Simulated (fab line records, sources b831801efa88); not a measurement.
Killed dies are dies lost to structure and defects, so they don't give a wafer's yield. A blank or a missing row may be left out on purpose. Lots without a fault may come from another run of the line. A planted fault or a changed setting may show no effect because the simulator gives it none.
Which tool did it? | flow gf180mcu | 12 lots, 36 wafers sampled, at 1 step of a route of 602

WHAT THE GAUGES READ, wafer by wafer
GF_HV_LDD_CD_MEAS_07: target cd 400 nm.
lot  | measured     | on        | cd_nm (nm)
L075 | day 10 05:49 | cd_sem-02 | 398.1 397.8 397.2
L077 | day 10 21:24 | cd_sem-01 | 397.1 395.5 398.8
L081 | day 12 01:45 | cd_sem-02 | 400.2 400.1 400.4
L080 | day 12 02:43 | cd_sem-02 | 395.3 396.9 397.6
L083 | day 12 23:17 | cd_sem-01 | 397.1 400.0 397.2
L085 | day 13 11:28 | cd_sem-02 | 399.0 399.1 400.1
L087 | day 14 06:02 | cd_sem-02 | 394.7 393.8 393.3
L089 | day 15 02:10 | cd_sem-02 | 397.2 397.0 397.1
L091 | day 15 14:20 | cd_sem-02 | 403.3 400.2 400.3
L093 | day 16 02:31 | cd_sem-02 | 403.6 401.2 401.6
L095 | day 16 18:47 | cd_sem-02 | 401.4 402.9 401.3
L097 | day 17 07:34 | cd_sem-01 | 405.0 404.7 403.5

WHICH TOOL RAN EACH LOT (tool, then ch and the chambers of the sampled wafers, then the start)
The record holds no process step before these readings.

THE ANSWER, worked out from the rows above alone
Rule: what is usual is taken from the lots themselves. Put in order of their means at a reading, lots are off if they are a third of the lots or fewer, leave a main group of 4 or more, and stand apart from it by a gap of 3 or more times the standard deviation of the main group's means; of several such gaps the widest counts. A main group whose means are all the same, to the digits that the tables above print for the reading, isn't used. A lot without any number at a reading at which 4 lots or more have one is off too. The other lots that the step has rows for count as sound.
No lot is off at any reading shown: from this, nothing can be told.

WHAT THE SIMULATOR HAD PUT IN
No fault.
